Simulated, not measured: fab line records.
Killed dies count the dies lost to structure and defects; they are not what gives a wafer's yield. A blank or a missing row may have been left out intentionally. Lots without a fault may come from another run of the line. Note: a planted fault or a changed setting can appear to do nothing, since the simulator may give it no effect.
A lot that was struck, set against a sound lot || flow sky130 || 17 steps out of a route of 708
Sound: wafers L704.1, L704.5, L704.6. Struck: wafer L715.2; the same lot's L715.5 was not struck, so it is left out; see the end for the cause.
Each step with rows lists, per side, the tool, then ch with its chambers, then its first start. Under that, the readings that differ: sound wafers || struck wafers || difference of the means || sigmas: that difference in standard deviations of wafers without a fault.
alike: same words and numbers on both sides, and readings whose means sit less than 2 such deviations apart. not compared: any withheld reading, any reading some wafer has no value for, any bound like >300 that may hide the same value, and any number with overlapping values for which the record gives no deviation.
A row with sigmas, a row that says differs or no value, or rows on one side alone: a step with any of these is where the two part. Non-overlapping numbers with no deviation appear without sigmas and do not part them. A reading that every wafer of one side lacks parts them only if that side has two wafers or more.

first, 2 steps without rows for these wafers: SKY_NWELL_IMPLANT_12; SKY_NWELL_IMPLANT_13.
SKY_NWELL_STRIP_14: strips in O2/N2.
  sound on plasma-asher-01 ch 0,1, day 5 23:46; struck on plasma-asher-03 ch 0, day 8 16:28
  alike: drypump-motor-current-A, o2-flow-sccm, oes-product-au, strip-time-to-endpoint-s
  not compared: rf-hours-counter-h
SKY_NWELL_TW_MEAS_15:
  sound on film-metro-02 at day 5 23:52; struck on film-metro-02 at day 8 16:35
  alike: NWELL_TW
then, 7 steps without rows for these wafers: SKY_NWELL_DEHYDRATE_16 (time 60 s); SKY_NWELL_HMDS_17 (prime time 60 s); SKY_NWELL_COAT_18 (resist thk 3000 nm); SKY_NWELL_SOFTBAKE_19; SKY_NWELL_EXPOSE_20 (exposes mask NWM COMPLEMENT, target cd 840 nm); SKY_NWELL_PEB_21; SKY_NWELL_DEVELOP_22 (develop time 60 s).
SKY_NWELL_OVL_MEAS_23:
  sound on overlay-01 at day 6 18:32; struck on overlay-02 at day 9 13:29
  alike: NWELL_01_OVL
SKY_NWELL_IMPLANT_24:
  sound on implanter-04 ch 0, day 6 18:34; struck on implanter-01 ch 0, day 9 13:33
{"reading": "beam-on-s (s)", "sound": "9.98 10.38 9.73", "struck": 8.55, "difference": -1.48, "sigmas": -7}
{"reading": "faraday-current-uA", "sound": "51.9 49.9 53.5", "struck": 60.7, "difference": "+8.9", "sigmas": "+8"}
SKY_NWELL_STRIP_25: strips in O2/N2.
  sound on plasma-asher-03 ch 0,1, day 6 18:43; struck on plasma-asher-04 ch 1, day 9 13:40
  alike: drypump-motor-current-A, o2-flow-sccm, oes-product-au, strip-time-to-endpoint-s
  not compared: rf-hours-counter-h
SKY_NWELL_TW_MEAS_26:
  sound on film-metro-03 at day 6 18:49; struck on film-metro-03 at day 9 13:47
{"reading": "NWELL_2_TW", "sound": "500 501 501", "struck": 475, "difference": -26, "sigmas": -6}
then, 1 step without rows for these wafers: SKY_NWELL_CLEAN_27 (cleans in SC1/SC2, time 150 s).
-- the record jumps here: 40 days lie between the struck wafers' starts before and after (it left off in module NWELL and takes up again in module PAD_OPEN, whose first step shown is number 708 of the route) --
SKY_PAD_OPEN_PROBE_99:
  sound on prober-02 at day 47 05:56; struck on prober-01 at day 49 15:22
{"reading": "model.etest.pfet_16v.r-on-ohm-um", "sound": "1.544e+04 1.524e+04 1.511e+04", "struck": 1.625e+04, "difference": "+9.867e+02", "sigmas": ""}
{"reading": "model.etest.res-pwell-under-gate.rs-ohm-sq", "sound": "2286 2272 2286", "struck": 2490, "difference": "+209", "sigmas": ""}
{"reading": "model.etest.pfet_16v.drive-ua-um", "sound": "244.6 248.9 246.7", "struck": 231.9, "difference": -14.8, "sigmas": ""}
{"reading": "model.etest.field-n.vt-v (V)", "sound": "36.54 36.18 36.13", "struck": 33.55, "difference": -2.73, "sigmas": ""}
  alike: killed_at_M0_to_M3, killed_at_M4_up, killed-at-contacts, killed-at-front-end, killed-at-other, killed-dies, killed-on-rim, killed-open, killed-short

== WHERE THEY PART ==
First at SKY_NWELL_IMPLANT_24; last, within this record, at SKY_NWELL_TW_MEAS_26. Later steps at which nothing parts them and some readings are alike: SKY_PAD_OPEN_PROBE_99.

WHY: what had been put in by the simulator
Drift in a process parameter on implanter-01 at SKY_NWELL_IMPLANT_24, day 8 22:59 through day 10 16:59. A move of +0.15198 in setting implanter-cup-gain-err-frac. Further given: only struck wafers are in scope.
